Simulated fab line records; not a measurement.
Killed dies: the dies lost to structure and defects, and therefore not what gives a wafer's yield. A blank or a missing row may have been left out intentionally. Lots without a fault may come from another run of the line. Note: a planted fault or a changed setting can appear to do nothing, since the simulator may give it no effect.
Chamber matching    flow sky130    pecvd-04 running SKY_CONTACT_CVD_00: 3 sister chambers
The step deposits Si3N4, target thk 75 nm. 3 wafers are shown with their chamber, then 9 later ones without.

## WAFERS, EACH WITH ITS CHAMBER
wafer   chamber  heater_power_w (W)
L084.1  2        725
L090.3  1        742
L090.4  0        603

## WAFERS WITHOUT THEIR CHAMBER
wafer   heater_power_w (W)
L093.1  776
L093.5  633
L093.6  688
L096.3  671
L096.4  698
L096.5  569
L097.1  640
L097.3  758
L097.5  763

## WHICH CHAMBER EACH ONE RAN IN
wafer   from the rows above           in truth
L093.1  can't be placed: 1 or 2       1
L093.5  can't be placed: 0 or 2       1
L093.6  can't be placed: 2 or 1 or 0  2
L096.3  can't be placed: 2 or 0 or 1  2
L096.4  can't be placed: 2 or 1       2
L096.5  0                             0
L097.1  can't be placed: 0 or 2 or 1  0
L097.3  can't be placed: 1 or 2       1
L097.5  can't be placed: 1 or 2       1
Correctly placed: 1 of 9. Not placeable from these rows: 8 (in 7, the candidates include the true chamber). Wrongly placed: 0.
How it was worked out, from the rows above alone: a wafer's distance from a chamber is the root of the sum, over the readings, of the square of ((its reading less the chamber's mean) divided by the reading's scatter). The wafer belongs to the nearest chamber; if the next one is less than 2 further off, it can't be placed. Each chamber's mean is taken over the wafers shown for it. The scatter: root of mean squared gap, hidden wafer to nearest shown wafer, with one shown wafer a chamber.
